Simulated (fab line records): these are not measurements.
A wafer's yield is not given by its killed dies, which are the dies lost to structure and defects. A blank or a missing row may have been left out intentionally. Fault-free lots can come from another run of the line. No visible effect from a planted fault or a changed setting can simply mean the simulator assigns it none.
Code-filled problem report in 8D (eight disciplines) form + flow gf180mcu + the parts of the form that need people (team, actions taken, sign-off) are left out

1. WHAT WENT WRONG
Wafers free of any fault read -0.4 nm (standard deviation 1.5) for NWELL_OVL at GF_NWELL_OVL_MEAS_07, against a mean of -75.9 nm on 6 wafers of 2 lots. Relative to the usual mean, that is a shift of -50 standard deviations.
The first sign was on wafer L693.1 at day 5 14:48, on overlay-01. Wafers with a number at this step in the record: 36, from 12 lots. Rule for "out", or "out of limits": more than 4 standard deviations from the usual mean. The other wafers with a number count as sound.

2. WHAT THIS IS AND IS NOT
| question                    | is                     | is not                                                                                 |
|-----------------------------|------------------------|----------------------------------------------------------------------------------------|
| which readings at this step | NWELL_OVL              | -                                                                                      |
| which lots                  | L693, L694             | L683, L684, L685, L686, L687, L690, L695, L697, L699, L706                             |
| which wafers of those lots  | all that have a number | -                                                                                      |
| read on which gauges        | overlay-01, overlay-02 | -                                                                                      |
| when                        | from day 5 14:48       | up to then (18 sound wafers); but 12 sound wafers of L695, L697, L699, L706 came after |

3. SUSPECTS, AND WHAT RULES EACH OUT
Counting: any tool at a process step up to the reading is kept as a suspect provided that every lot that is out went through it and no sound lot did after the first of them.
- the gauge at GF_NWELL_OVL_MEAS_07 is ruled out. Those wafers that are out were read across 2 gauges (overlay-01, overlay-02).
- ilineStepper-02 at GF_NWELL_EXPOSE_04 (exposes mask Nwell, target cd 860 nm): kept. All lots that are out passed through it, beginning with L693 at day 5 08:22, and no sound lot followed; its final sound lot before that point was L687 at day 4 00:55.
The count leaves ilineStepper-02 at GF_NWELL_EXPOSE_04.

4. THE CAUSE (what the simulator had put in)
Scanner matching overlay: ilineStepper-02, from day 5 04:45 on, at GF_NWELL_EXPOSE_04. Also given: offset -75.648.
Counting left only this tool.

5. SEQUENCE OF EFFECTS, ordered by route
Each row: a reading where the mean over the struck wafers with a number is more than 3 standard deviations away from the usual. Only readings for which the record gives a usual standard deviation are gone through. hours: the time from each lot's start at the first step in this table that gives one to its start at this step, as a median over the lots. sigmas: the change in usual standard deviations.
| hours | step                 | reading   | usual   | on struck wafers | change | sigmas |
|-------|----------------------|-----------|---------|------------------|--------|--------|
| 0     | GF_NWELL_OVL_MEAS_07 | NWELL_OVL | -0.4 nm | -75.9            | -75.5  | -50    |
Later measuring or inspecting steps at which every struck wafer that the step has a row for has a number for every such reading, and none has moved that far: GF_VT_IMPLANT_TW_MEAS_43, GF_DUAL_GATE_OVL_MEAS_11.

6. WHAT WOULD HAVE CAUGHT IT SOONER
In this record the first reading out of limits at a measuring or inspecting step was taken at day 5 14:48, 10 hours after the fault began at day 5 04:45.
All the lots that are out (2) had begun GF_NWELL_EXPOSE_04 on ilineStepper-02 by day 5 14:48. Tool hold at that time: it would have spared none of them.
